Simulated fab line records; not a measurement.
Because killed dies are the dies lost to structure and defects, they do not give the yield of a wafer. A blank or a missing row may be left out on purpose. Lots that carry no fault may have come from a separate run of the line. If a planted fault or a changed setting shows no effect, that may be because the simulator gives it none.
fab line records + flow sky130
record:
- lots: 6
- wafers: 18
- last-day: 50
route steps=708 shown RES_XHIGH@332 SD_N@342 PAD_OPEN@708
lots that met no fault: from a run of the same line without faults
start-h: hours from the record's opening day to when the first of the lot's shown wafers began + wait-h: hours from the lot's prior step to this one + " repeats the value in the row above + L1.1+2: a single row standing in for several wafers + - value missing, or start not given + * or withheld: withheld + < > ~ a bound
route shown NAME@n: a module of which the file shows steps, and the number in the route of the first + usual: mean and standard deviation over wafers with no fault + same: alike in all rows + chamber/n: place in a boat + sites: each site's reading + _std_site: the values' standard deviation + _edge_site: inner sites' mean taken away from outer sites' mean + radius-mm: how far each site lies from the wafer's centre + mask NAME#n: copy n + behind: tool/chamber where the wafer was last shaped + hold: reason for holding the lot/hours on hold/outcome of the hold + device: the transistor (n, p or np) that didn't switch + end of line: tests of these same wafers at the route's end + a step without rows: its recipe alone + killed: the dies lost at the first sort to structure and to defects; this is not the yield of the wafer + map: dies across one wafer; x = killed, . = not, _ = none there
set.NAME: the setting as run; set.NAME@STEP: as run at that earlier step + model.NAME: the simulator's own value behind a step, which no gauge read
a table for each step, a row for each wafer; lots at some steps of the route
services: the hour from which a tool's chamber was out of use, counted from the record's first day as start-h (under 0 if before that day), plus the number of hours and why
== steps ==
step: SKY_RES_XHIGH_DEHYDRATE_00
recipe:
- temp-c: 200
- time-s: 60
step: SKY_RES_XHIGH_HMDS_01
recipe:
- prime-time-s: 60
- prime-temp-c: 120
step: SKY_RES_XHIGH_COAT_02
recipe:
- resist: NOVOLAK
- spin-rpm: 3000
- resist-thk-nm: 1140
step: SKY_RES_XHIGH_SOFTBAKE_03
recipe:
- temp-c: 90
- time-s: 60
- resist: NOVOLAK
step: SKY_RES_XHIGH_EXPOSE_04
recipe:
- mask-id: URPM
- na: 0.6
- source-shape: conventional
- sigma-outer: 0.6
- polarization: unpolarized
- target-cd-nm: 1270
- dose-mj: 140
step: SKY_RES_XHIGH_PEB_05
recipe:
- temp-c: withheld
- time-s: *
- resist: NOVOLAK
step: SKY_RES_XHIGH_DEVELOP_06
recipe:
- resist: NOVOLAK
- developer: TMAH
- develop-time-s: 60
- dev-temp-c: 23
step: SKY_RES_XHIGH_IMPLANT_07
recipe:
- species: BF2
- energy-kev: 20
- dose-cm2: 3.6e+14
- tilt-deg: 0
step: SKY_RES_XHIGH_STRIP_08
recipe:
- chemistry: O2/N2
- power-w: 1400
- pressure-mtorr: 1500
- platen-temp-c: withheld
- o2-flow-sccm: 3000
- n2-flow-sccm: 300
- overash-fraction: 0.5
usual:
- drypump-motor-current-A: 5.6/0.53
- oes-product-au: 0.711/0.0045
- strip-time-to-endpoint-s: 14.29/0.04
| lot.wafer | tool            | chamber | start-h | wait-h | drypump-motor-current-A | oes-product-au | rf-hours-counter-h | strip-time-to-endpoint-s |
|-----------|-----------------|---------|---------|--------|-------------------------|----------------|--------------------|--------------------------|
| L127.1    | plasma-asher-04 | 1       | 662.07  | 0.1    | 4.9                     | 0.709          | 85                 | 14.30                    |
| L127.4    | "               | 0       | "       | "      | 6.1                     | 0.712          | -                  | 14.23                    |
| L127.5    | "               | 1       | "       | "      | 4.9                     | 0.718          | -                  | 14.27                    |
| L128.1    | plasma-asher-04 | 1       | 662.67  | 0.1    | 4.9                     | 0.714          | 85                 | 14.27                    |
| L128.4    | "               | 0       | "       | "      | 6.1                     | 0.706          | -                  | 14.29                    |
| L128.5    | "               | 1       | "       | "      | 4.9                     | 0.709          | -                  | 14.28                    |
| L133.2    | plasma-asher-02 | 1       | 721.32  | 0.1    | 6.2                     | 0.709          | 104                | 14.27                    |
| L133.4    | "               | 0       | "       | "      | 5.1                     | 0.706          | -                  | 14.23                    |
| L133.5    | "               | 0       | "       | "      | 5.1                     | 0.718          | -                  | 14.28                    |
| L139.4    | plasma-asher-04 | 0       | 756.47  | 0.1    | 6.1                     | 0.706          | -                  | 14.30                    |
| L139.5    | "               | 1       | "       | "      | 4.9                     | 0.705          | -                  | 14.26                    |
| L139.6    | "               | 0       | "       | "      | 6.1                     | 0.708          | -                  | 14.31                    |
| L142.3    | plasma-asher-02 | 0       | 773.80  | 0.1    | 5.1                     | 0.712          | -                  | 14.29                    |
| L142.4    | "               | 1       | "       | "      | 6.2                     | 0.717          | -                  | 14.25                    |
| L142.5    | "               | 1       | "       | "      | 6.2                     | 0.703          | -                  | 14.27                    |
| L143.1    | plasma-asher-01 | 0       | 779.87  | 0.1    | 6.0                     | 0.708          | 63                 | 14.28                    |
| L143.2    | "               | 1       | "       | "      | 5.5                     | 0.699          | 63                 | 14.27                    |
| L143.3    | "               | 0       | "       | "      | 6.0                     | 0.716          | -                  | 14.26                    |
step: SKY_RES_XHIGH_TW_MEAS_09
usual:
- RES_XHIGH_TW: 1625/7
| lot.wafer | tool          | chamber | start-h | wait-h | RES_XHIGH_TW |
|-----------|---------------|---------|---------|--------|--------------|
| L127.1    | film-metro-03 | -       | 662.17  | 0.1    | 1622         |
| L127.4    | "             | -       | "       | "      | 1613         |
| L127.5    | "             | -       | "       | "      | 1620         |
| L128.1    | film-metro-03 | -       | 662.77  | 0.1    | 1624         |
| L128.4    | "             | -       | "       | "      | 1623         |
| L128.5    | "             | -       | "       | "      | 1615         |
| L133.2    | film-metro-03 | -       | 721.43  | 0.1    | 1628         |
| L133.4    | "             | -       | "       | "      | 1622         |
| L133.5    | "             | -       | "       | "      | 1629         |
| L139.4    | film-metro-02 | -       | 756.57  | 0.1    | 1629         |
| L139.5    | "             | -       | "       | "      | 1634         |
| L139.6    | "             | -       | "       | "      | 1631         |
| L142.3    | film-metro-04 | -       | 773.89  | 0.1    | 1620         |
| L142.4    | "             | -       | "       | "      | 1618         |
| L142.5    | "             | -       | "       | "      | 1615         |
| L143.1    | film-metro-03 | -       | 779.97  | 0.1    | 1634         |
| L143.2    | "             | -       | "       | "      | 1622         |
| L143.3    | "             | -       | "       | "      | 1633         |
step: SKY_SD_N_DEHYDRATE_00
recipe:
- temp-c: 200
- time-s: 60
step: SKY_SD_N_HMDS_01
recipe:
- prime-time-s: 60
- prime-temp-c: 120
step: SKY_SD_N_COAT_02
recipe:
- resist: NOVOLAK
- spin-rpm: 3000
- resist-thk-nm: 1140
usual:
- exhaust-pa: 44.8/0.77
- resist-line-temp-C: 23.02/0.11
- spin-speed-rpm: 2999.9/2.1
| lot.wafer | tool           | chamber | start-h | wait-h | exhaust-pa | resist-line-temp-C | spin-speed-rpm | model.NOVOLAK_of_SD_N_COAT_02.thk-nm |
|-----------|----------------|---------|---------|--------|------------|--------------------|----------------|--------------------------------------|
| L127.1    | litho-track-03 | 0       | 676.27  | 0.1    | 43.7       | 22.90              | 2999.4         | 1139                                 |
| L127.4    | "              | 0       | "       | "      | 44.9       | 22.89              | 3000.4         | 1137                                 |
| L127.5    | "              | 0       | "       | "      | 44.5       | 22.92              | 3002.5         | 1141                                 |
| L128.1    | litho-track-04 | 0       | 676.82  | 0.1    | 44.4       | 22.85              | 3001.7         | 1141                                 |
| L128.4    | "              | 0       | "       | "      | 45.0       | 23.14              | 3002.0         | 1135                                 |
| L128.5    | "              | 0       | "       | "      | 45.2       | 22.93              | 2999.0         | 1136                                 |
| L133.2    | litho-track-04 | 0       | 735.04  | 0.1    | 45.3       | 22.86              | 3000.0         | 1142                                 |
| L133.4    | "              | 0       | "       | "      | 45.6       | 22.88              | 2999.0         | 1139                                 |
| L133.5    | "              | 0       | "       | "      | 46.6       | 23.16              | 2998.9         | 1141                                 |
| L139.4    | litho-track-01 | 0       | 770.32  | 0.1    | 45.3       | 22.85              | 3001.0         | 1138                                 |
| L139.5    | "              | 0       | "       | "      | 46.4       | 23.01              | 3000.1         | 1139                                 |
| L139.6    | "              | 0       | "       | "      | 44.9       | 23.05              | 2998.7         | 1141                                 |
| L142.3    | litho-track-04 | 0       | 787.02  | 0.1    | 45.2       | 22.93              | 2999.8         | 1084                                 |
| L142.4    | "              | 0       | "       | "      | 44.5       | 22.95              | 3001.7         | 1086                                 |
| L142.5    | "              | 0       | "       | "      | 44.6       | 22.99              | 2997.4         | 1087                                 |
| L143.1    | litho-track-04 | 0       | 792.87  | 0.1    | 44.3       | 23.09              | 3003.5         | 1090                                 |
| L143.2    | "              | 0       | "       | "      | 43.2       | 23.02              | 3003.5         | 1086                                 |
| L143.3    | "              | 0       | "       | "      | 44.2       | 22.93              | 3004.5         | 1088                                 |
step: SKY_SD_N_SOFTBAKE_03
recipe:
- temp-c: 90
- time-s: 60
- resist: NOVOLAK
step: SKY_SD_N_EXPOSE_04
recipe:
- mask-id: NSDM
- na: 0.6
- source-shape: conventional
- sigma-outer: 0.6
- polarization: unpolarized
- target-cd-nm: 380
- dose-mj: 141
step: SKY_SD_N_PEB_05
recipe:
- temp-c: withheld
- time-s: *
- resist: NOVOLAK
step: SKY_SD_N_DEVELOP_06
recipe:
- resist: NOVOLAK
- developer: TMAH
- develop-time-s: 60
- dev-temp-c: 23
usual:
- developer-temp-C: 23.00/0.1
- exhaust-pa: 44.9/0.83
- resist-line-temp-C: 23.00/0.096
| lot.wafer | tool           | chamber | start-h | wait-h | developer-temp-C | exhaust-pa | resist-line-temp-C | model.NOVOLAK_of_SD_N_COAT_02.thk-nm |
|-----------|----------------|---------|---------|--------|------------------|------------|--------------------|--------------------------------------|
| L127.1    | litho-track-03 | 0       | 690.52  | 0.1    | 22.97            | 44.7       | 22.98              | 1138                                 |
| L127.4    | "              | 0       | "       | "      | 23.15            | 45.3       | 23.00              | 1136                                 |
| L127.5    | "              | 0       | "       | "      | 23.07            | 46.3       | 22.93              | 1141                                 |
| L128.1    | litho-track-03 | 0       | 690.82  | 0.1    | 22.90            | 46.0       | 22.96              | 1141                                 |
| L128.4    | "              | 0       | "       | "      | 22.95            | 44.8       | 22.95              | 1134                                 |
| L128.5    | "              | 0       | "       | "      | 22.81            | 45.0       | 22.94              | 1136                                 |
| L133.2    | litho-track-01 | 0       | 748.92  | 0.1    | 22.94            | 44.6       | 23.00              | 1141                                 |
| L133.4    | "              | 0       | "       | "      | 23.03            | 45.7       | 22.99              | 1139                                 |
| L133.5    | "              | 0       | "       | "      | 22.99            | 44.4       | 23.15              | 1140                                 |
| L139.4    | litho-track-03 | 0       | 783.50  | 0.1    | 22.89            | 45.0       | 23.13              | 1138                                 |
| L139.5    | "              | 0       | "       | "      | 22.99            | 45.5       | 22.99              | 1139                                 |
| L139.6    | "              | 0       | "       | "      | 22.95            | 45.8       | 22.97              | 1140                                 |
| L142.3    | litho-track-01 | 0       | 800.74  | 0.1    | 22.92            | 42.6       | 22.97              | 1084                                 |
| L142.4    | "              | 0       | "       | "      | 22.98            | 43.5       | 23.06              | 1086                                 |
| L142.5    | "              | 0       | "       | "      | 23.00            | 43.4       | 23.00              | 1086                                 |
| L143.1    | litho-track-01 | 0       | 806.04  | 0.1    | 22.99            | 46.5       | 23.08              | 1090                                 |
| L143.2    | "              | 0       | "       | "      | 23.02            | 45.8       | 23.14              | 1085                                 |
| L143.3    | "              | 0       | "       | "      | 23.02            | 45.5       | 23.06              | 1088                                 |
step: SKY_SD_N_CD_MEAS_07
recipe:
- target-cd-nm: 380
usual:
- cd-nm: 379.3/2.3
| lot.wafer | tool      | chamber | start-h | wait-h | cd-nm |
|-----------|-----------|---------|---------|--------|-------|
| L127.1    | cd-sem-01 | -       | 690.67  | 0.1    | 379.0 |
| L127.4    | "         | -       | "       | "      | 378.4 |
| L127.5    | "         | -       | "       | "      | 376.1 |
| L128.1    | cd-sem-01 | -       | 690.97  | 0.1    | 377.2 |
| L128.4    | "         | -       | "       | "      | 378.8 |
| L128.5    | "         | -       | "       | "      | 380.0 |
| L133.2    | cd-sem-02 | -       | 749.06  | 0.1    | 381.7 |
| L133.4    | "         | -       | "       | "      | 383.8 |
| L133.5    | "         | -       | "       | "      | 385.1 |
| L139.4    | cd-sem-02 | -       | 783.63  | 0.1    | 380.9 |
| L139.5    | "         | -       | "       | "      | 377.6 |
| L139.6    | "         | -       | "       | "      | 378.5 |
| L142.3    | cd-sem-01 | -       | 800.88  | 0.1    | 381.9 |
| L142.4    | "         | -       | "       | "      | 380.4 |
| L142.5    | "         | -       | "       | "      | 383.8 |
| L143.1    | cd-sem-02 | -       | 806.19  | 0.1    | 383.2 |
| L143.2    | "         | -       | "       | "      | 386.4 |
| L143.3    | "         | -       | "       | "      | 383.9 |
step: SKY_SD_N_OVL_MEAS_08
usual:
- SD_N_OVL: 0.9/1.3
| lot.wafer | tool       | chamber | start-h | wait-h | SD_N_OVL[nm] |
|-----------|------------|---------|---------|--------|--------------|
| L127.1    | overlay-02 | -       | 690.79  | 0.1    | 1.5          |
| L127.4    | "          | -       | "       | "      | 2.7          |
| L127.5    | "          | -       | "       | "      | -0.7         |
| L128.1    | overlay-02 | -       | 691.09  | 0.1    | 0.3          |
| L128.4    | "          | -       | "       | "      | -0.1         |
| L128.5    | "          | -       | "       | "      | 0.4          |
| L133.2    | overlay-01 | -       | 749.17  | 0.1    | -0.7         |
| L133.4    | "          | -       | "       | "      | 1.3          |
| L133.5    | "          | -       | "       | "      | 1.0          |
| L139.4    | overlay-02 | -       | 783.71  | 0.1    | 0.2          |
| L139.5    | "          | -       | "       | "      | 0.5          |
| L139.6    | "          | -       | "       | "      | 1.3          |
| L142.3    | overlay-02 | -       | 800.97  | 0.1    | 0.6          |
| L142.4    | "          | -       | "       | "      | 0.0          |
| L142.5    | "          | -       | "       | "      | 0.9          |
| L143.1    | overlay-02 | -       | 806.31  | 0.1    | 0.8          |
| L143.2    | "          | -       | "       | "      | 0.0          |
| L143.3    | "          | -       | "       | "      | 2.9          |
step: SKY_SD_N_IMPLANT_09
recipe:
- species: As
- energy-kev: 50
- dose-cm2: 4e+15
- tilt-deg: 0
step: SKY_SD_N_IMPLANT_10
recipe:
- species: P
- energy-kev: 20
- dose-cm2: 1e+14
- tilt-deg: 0
step: SKY_SD_N_STRIP_11
recipe:
- chemistry: O2/N2
- power-w: 1400
- pressure-mtorr: 1500
- platen-temp-c: withheld
- o2-flow-sccm: 3000
- n2-flow-sccm: 300
- overash-fraction: 0.5
usual:
- drypump-motor-current-A: 5.7/0.5
- oes-product-au: 0.527/0.0043
- strip-time-to-endpoint-s: 22.55/0.038
| lot.wafer | tool            | chamber | start-h | wait-h | drypump-motor-current-A | oes-product-au | rf-hours-counter-h | strip-time-to-endpoint-s |
|-----------|-----------------|---------|---------|--------|-------------------------|----------------|--------------------|--------------------------|
| L127.1    | plasma-asher-03 | 0       | 691.13  | 0.1    | 6.1                     | 0.535          | 26                 | 22.53                    |
| L127.4    | "               | 1       | "       | "      | 5.9                     | 0.525          | -                  | 22.50                    |
| L127.5    | "               | 0       | "       | "      | 6.1                     | 0.518          | -                  | 22.55                    |
| L128.1    | plasma-asher-04 | 0       | 691.43  | 0.1    | 6.1                     | 0.527          | 88                 | 22.56                    |
| L128.4    | "               | 1       | "       | "      | 4.9                     | 0.526          | -                  | 22.50                    |
| L128.5    | "               | 1       | "       | "      | 4.9                     | 0.530          | -                  | 22.49                    |
| L133.2    | plasma-asher-04 | 0       | 749.50  | 0.1    | 6.1                     | 0.520          | 94                 | 22.56                    |
| L133.4    | "               | 0       | "       | "      | 6.1                     | 0.521          | -                  | 22.52                    |
| L133.5    | "               | 1       | "       | "      | 4.9                     | 0.518          | -                  | 22.55                    |
| L139.4    | plasma-asher-03 | 1       | 784.06  | 0.1    | 5.8                     | 0.526          | -                  | 22.52                    |
| L139.5    | "               | 1       | "       | "      | 5.8                     | 0.521          | -                  | 22.53                    |
| L139.6    | "               | 0       | "       | "      | 6.1                     | 0.530          | -                  | 22.55                    |
| L142.3    | plasma-asher-03 | 0       | 801.33  | 0.1    | 6.1                     | 0.522          | -                  | 21.92                    |
| L142.4    | "               | 1       | "       | "      | 5.8                     | 0.518          | -                  | 21.92                    |
| L142.5    | "               | 1       | "       | "      | 5.8                     | 0.530          | -                  | 21.96                    |
| L143.1    | plasma-asher-04 | 1       | 806.65  | 0.1    | 4.9                     | 0.522          | 101                | 21.96                    |
| L143.2    | "               | 0       | "       | "      | 6.1                     | 0.525          | 101                | 21.94                    |
| L143.3    | "               | 0       | "       | "      | 6.1                     | 0.528          | -                  | 21.92                    |
step: SKY_SD_N_TW_MEAS_12
usual:
- SD_N_TW: 3940/17
| lot.wafer | tool          | chamber | start-h | wait-h | SD_N_TW |
|-----------|---------------|---------|---------|--------|---------|
| L127.1    | film-metro-04 | -       | 691.23  | 0.1    | 3930    |
| L127.4    | "             | -       | "       | "      | 3935    |
| L127.5    | "             | -       | "       | "      | 3948    |
| L128.1    | film-metro-04 | -       | 691.53  | 0.1    | 3937    |
| L128.4    | "             | -       | "       | "      | 3940    |
| L128.5    | "             | -       | "       | "      | 3931    |
| L133.2    | film-metro-03 | -       | 749.61  | 0.1    | 3944    |
| L133.4    | "             | -       | "       | "      | 3920    |
| L133.5    | "             | -       | "       | "      | 3921    |
| L139.4    | film-metro-03 | -       | 784.16  | 0.1    | 3953    |
| L139.5    | "             | -       | "       | "      | 3951    |
| L139.6    | "             | -       | "       | "      | 3949    |
| L142.3    | film-metro-03 | -       | 801.42  | 0.1    | 3904    |
| L142.4    | "             | -       | "       | "      | 3936    |
| L142.5    | "             | -       | "       | "      | 3937    |
| L143.1    | film-metro-02 | -       | 806.75  | 0.1    | 3954    |
| L143.2    | "             | -       | "       | "      | 3954    |
| L143.3    | "             | -       | "       | "      | 3952    |
step: SKY_PAD_OPEN_PROBE_99
usual:
- killed_at_M0_to_M3: 46/6.7
- killed_at_M4_up: 3.3/2
- killed-at-contacts: 24/5.4
- killed-at-front-end: 15/4.3
- killed-at-other: 0.4/0.64
- killed-dies: 89/9.1
- killed-on-rim: 17/3.7
- killed-open: 48/7.2
- killed-short: 40/6.3
same:
- gross-dies: 492
- killed-at-back-side: 0
| lot.wafer | tool      | chamber | start-h | wait-h | killed_at_M0_to_M3 | killed_at_M4_up | killed-at-contacts | killed-at-front-end | killed-at-other | killed-dies | killed-on-rim | killed-open | killed-short |
|-----------|-----------|---------|---------|--------|--------------------|-----------------|--------------------|---------------------|-----------------|-------------|---------------|-------------|--------------|
| L128.1    | prober-02 | -       | 1113.09 | 0.1    | 59                 | 3               | 28                 | 12                  | 1               | 103         | 13            | 60          | 43           |
| L128.4    | prober-02 | -       | 1113.24 | 0.2    | 39                 | 3               | 33                 | 19                  | 0               | 94          | 23            | 56          | 38           |
| L128.5    | prober-02 | -       | 1113.29 | 0.2    | 46                 | 5               | 26                 | 7                   | 1               | 85          | 12            | 45          | 40           |
| L133.2    | prober-01 | -       | 1156.73 | 0.1    | 42                 | 4               | 28                 | 9                   | 0               | 83          | 18            | 49          | 34           |
| L133.4    | prober-01 | -       | 1156.83 | 0.2    | 52                 | 3               | 37                 | 12                  | 0               | 104         | 20            | 61          | 43           |
| L133.5    | prober-01 | -       | 1156.88 | 0.2    | 48                 | 1               | 27                 | 14                  | 1               | 91          | 16            | 54          | 37           |
| L139.4    | prober-01 | -       | 1179.30 | 0.2    | 50                 | 4               | 14                 | 17                  | 0               | 85          | 20            | 46          | 39           |
| L139.5    | prober-01 | -       | 1179.35 | 0.2    | 43                 | 5               | 30                 | 14                  | 0               | 92          | 21            | 40          | 52           |
| L139.6    | prober-01 | -       | 1179.40 | 0.2    | 38                 | 3               | 20                 | 11                  | 0               | 72          | 11            | 38          | 34           |
killed by level:class
L128.1 VIA1:geometric-particle:open=17 VIA3:geometric-particle:open=11 LI_CONTACT:geometric-particle:open=10 CONTACT:geometric-particle:open=7 VIA1:geometric-particle:short=7 LOCAL_INTERCONNECT:geometric-particle:short=6 METAL2:geometric-particle:short=5 METAL1:geometric-particle:short=4
L128.4 LI_CONTACT:geometric-particle:open=11 VIA1:geometric-particle:open=10 CONTACT:geometric-particle:open=9 VIA3:geometric-particle:open=8 FIELD_ISO:geometric-particle:open=7 FIELD_ISO:geometric-particle:short=5 LOCAL_INTERCONNECT:geometric-particle:short=5 VIA1:geometric-particle:short=5
L128.5 CONTACT:geometric-particle:open=11 VIA1:geometric-particle:open=10 VIA3:geometric-particle:open=9 VIA1:geometric-particle:short=7 LI_CONTACT:geometric-particle:open=6 METAL1:geometric-particle:short=5 METAL2:geometric-particle:short=5 LOCAL_INTERCONNECT:geometric-particle:short=4
L133.2 VIA3:geometric-particle:open=13 LI_CONTACT:geometric-particle:open=10 VIA1:geometric-particle:open=10 CONTACT:geometric-particle:short=8 METAL1:geometric-particle:short=5 LI_CONTACT:geometric-particle:short=4 CONTACT:geometric-particle:open=4 VIA1:geometric-particle:short=3
L133.4 CONTACT:geometric-particle:open=14 LI_CONTACT:geometric-particle:open=13 VIA1:geometric-particle:open=9 METAL1:geometric-particle:short=7 VIA2:geometric-particle:open=7 METAL2:geometric-particle:short=7 VIA3:geometric-particle:short=5 VIA3:geometric-particle:open=5
L133.5 VIA3:geometric-particle:open=12 CONTACT:geometric-particle:open=8 VIA1:geometric-particle:open=8 LI_CONTACT:geometric-particle:open=6 VIA1:geometric-particle:short=5 LOCAL_INTERCONNECT:geometric-particle:short=5 POLY_GATE:geometric-particle:short=4 CONTACT:geometric-particle:short=4
L139.4 VIA1:geometric-particle:open=13 METAL1:geometric-particle:short=9 VIA3:geometric-particle:open=8 VIA1:geometric-particle:short=5 CONTACT:geometric-particle:open=5 CONTACT:geometric-particle:short=5 VIA2:geometric-particle:open=5 FIELD_ISO:geometric-particle:short=4
L139.5 VIA1:geometric-particle:open=10 METAL1:geometric-particle:short=9 LOCAL_INTERCONNECT:geometric-particle:short=7 CONTACT:geometric-particle:open=7 LI_CONTACT:geometric-particle:short=6 FIELD_ISO:geometric-particle:short=5 METAL2:geometric-particle:short=5 POLY_GATE:geometric-particle:short=4
L139.6 VIA1:geometric-particle:open=13 LOCAL_INTERCONNECT:geometric-particle:short=6 VIA2:geometric-particle:short=5 LI_CONTACT:geometric-particle:open=4 CONTACT:geometric-particle:short=4 METAL1:geometric-particle:short=4 VIA2:geometric-particle:open=4 FIELD_ISO:geometric-particle:short=3
== services ==
| tool            | chamber | start-h | hours | kind       |
|-----------------|---------|---------|-------|------------|
| plasma-asher-01 | -       | 642.55  | 2.3   | repair     |
| plasma-asher-02 | -       | 649.00  | 3.1   | repair     |
| plasma-asher-03 | -       | 658.05  | 1.7   | repair     |
| plasma-asher-01 | -       | 692.92  | 4.6   | repair     |
| plasma-asher-04 | -       | 711.74  | 1.2   | repair     |
| plasma-asher-02 | -       | 733.75  | 9.0   | pm         |
| plasma-asher-02 | 0       | 733.75  | 9.0   | vent-cycle |
| plasma-asher-02 | 1       | 733.75  | 9.0   | vent-cycle |
| plasma-asher-02 | 0       | 742.75  | -     | clean      |
| plasma-asher-02 | 1       | 742.75  | -     | clean      |
| plasma-asher-03 | -       | 743.86  | 1.3   | repair     |
| plasma-asher-02 | -       | 750.87  | 11.6  | repair     |
| plasma-asher-01 | -       | 781.18  | 3.2   | repair     |
| plasma-asher-01 | -       | 786.86  | 2.8   | pm         |
== key ==
first-sign:
- step: SKY_SD_N_CD_MEAS_07
- reading: cd-nm
- direction: up
- sigmas: 1.7
- usual: 379.3
- struck: 383.3
effect:
- step: SKY_SD_N_STRIP_11
- reading: strip-time-to-endpoint-s
- direction: down
- sigmas: 16
- usual: *
- struck: *
model-effect:
- step: SKY_SD_N_COAT_02
- value: NOVOLAK_of_SD_N_COAT_02.thk-nm
- without: 1141
- struck: 1087
model-effect:
- step: SKY_SD_N_DEVELOP_06
- value: NOVOLAK_of_SD_N_COAT_02.thk-nm
- without: 1140
- struck: 1086
met-at SKY_SD_N_COAT_02
struck-wafers L142.3,L142.4,L142.5,L143.1,L143.2,L143.3
tester-left-out L142,L143
onset-between 735.04 787.02
also-fits time
fault:
- kind: process-parameter-drift
- tool: litho-track-04
- chamber: -
- onset-h: 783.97
- steps: SKY_SD_N_COAT_02
- channel: resist-thk-nm
- offset: -53.867
- shape: step
- end-h: 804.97
- acts-in: these-recipes-only
- stated: 1140
tester-left-out: of these lots the tester's yield and bins aren't shown, on N5 and GAA mostly nor the transistor test; their killed dies are dies lost to structure and defects alone, not to doping, threshold or leakage, so they don't give the yield
